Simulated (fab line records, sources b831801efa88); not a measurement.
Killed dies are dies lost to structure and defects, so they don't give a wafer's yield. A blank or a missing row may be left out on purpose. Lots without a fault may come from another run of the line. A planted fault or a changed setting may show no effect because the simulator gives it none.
Chamber matching | flow sky130 | SKY_VIA4_CMP_02 on cmp-02: 4 sister chambers
The step polishes SiO2. 22 wafers are shown with their chamber, then 11 later ones without.

WAFERS WITH THEIR CHAMBER
wafer  | chamber | motor_current_A (A) | slurry_filter_dp_kPa (kPa) | platen_rpm (rpm)
L731.1 | 1       | 11.7                | 13.44                      | 60.01
L731.2 | 2       | 12.1                | 13.40                      | 59.92
L731.5 | 3       | 12.2                | 13.35                      | 60.01
L732.1 | 0       | 11.7                | 13.70                      | 59.96
L732.2 | 2       | 11.7                | 13.58                      | 60.07
L732.3 | 1       | 11.2                | 13.42                      | 60.09
L733.1 | 0       | 11.8                | 13.52                      | 59.97
L733.3 | 1       | 10.9                | 13.58                      | 60.00
L733.6 | 1       | 11.2                | 13.57                      | 59.94
L735.1 | 1       | 11.3                | 13.28                      | 60.05
L735.2 | 2       | 11.0                | 13.62                      | 60.00
L735.3 | 3       | 12.3                | 13.54                      | 60.01
L736.3 | 2       | 11.8                | 13.51                      | 60.01
L736.4 | 3       | 12.4                | 13.58                      | 59.96
L736.6 | 0       | 11.8                | 13.35                      | 59.97
L737.1 | 2       | 12.1                | 13.52                      | 60.03
L737.2 | 1       | 11.8                | 13.44                      | 60.01
L737.4 | 3       | 11.9                | 13.62                      | 59.98
L738.1 | 0       | 11.8                | 13.74                      | 60.12
L738.3 | 3       | 12.0                | 13.72                      | 60.01
L738.4 | 1       | 11.6                | 13.27                      | 59.93
L740.3 | 0       | 12.0                | 13.25                      | 60.01

SIGNATURES (means of the wafers above)
reading              | chamber 0 | chamber 1 | chamber 2 | chamber 3 | scatter within a chamber
motor_current_A      | 11.820    | 11.386    | 11.740    | 12.160    | 0.304
slurry_filter_dp_kPa | 13.5120   | 13.4286   | 13.5260   | 13.5620   | 0.144
platen_rpm           | 60.0060   | 60.0043   | 60.0060   | 59.9940   | 0.0533
Rule: a wafer's distance from a chamber is the root of the sum, over the readings, of the square of ((its reading less the chamber's mean) divided by the reading's scatter). The wafer belongs to the nearest chamber; if the next one is less than 2 further off, it can't be placed. The scatter: the root of (the sum of the squares of (reading less its chamber's mean) over the shown wafers, divided by (wafers less chambers)).

WAFERS WITHOUT THEIR CHAMBER
wafer  | motor_current_A (A) | slurry_filter_dp_kPa (kPa) | platen_rpm (rpm)
L740.5 | 11.4                | 13.68                      | 60.01
L740.6 | 11.6                | 13.83                      | 59.91
L741.1 | 12.0                | 13.14                      | 60.04
L741.5 | 12.1                | 13.49                      | 60.02
L741.6 | 11.3                | 13.37                      | 60.09
L742.2 | 11.3                | 13.24                      | 59.98
L742.5 | 11.4                | 13.52                      | 60.00
L742.6 | 11.7                | 13.39                      | 59.95
L743.1 | 11.6                | 13.61                      | 59.98
L743.5 | 11.4                | 13.42                      | 59.99
L743.6 | 11.7                | 13.57                      | 60.06

WHICH CHAMBER EACH WENT THROUGH
wafer  | from the rows above               | in truth
L740.5 | can't be placed: 2 or 1 or 0 or 3 | 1
L740.6 | can't be placed: 2 or 0 or 3 or 1 | 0
L741.1 | can't be placed: 0 or 2 or 1 or 3 | 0
L741.5 | can't be placed: 3 or 0 or 2 or 1 | 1
L741.6 | can't be placed: 1 or 2 or 0 or 3 | 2
L742.2 | can't be placed: 1 or 2 or 0      | 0
L742.5 | can't be placed: 1 or 2 or 0 or 3 | 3
L742.6 | can't be placed: 0 or 2 or 1 or 3 | 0
L743.1 | can't be placed: 2 or 0 or 1 or 3 | 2
L743.5 | can't be placed: 1 or 2 or 0      | 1
L743.6 | can't be placed: 2 or 0 or 1 or 3 | 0
Placed correctly: 0 of 11. Can't be placed from these rows: 11 (the true chamber is among the candidates in 11). Placed wrongly: 0.
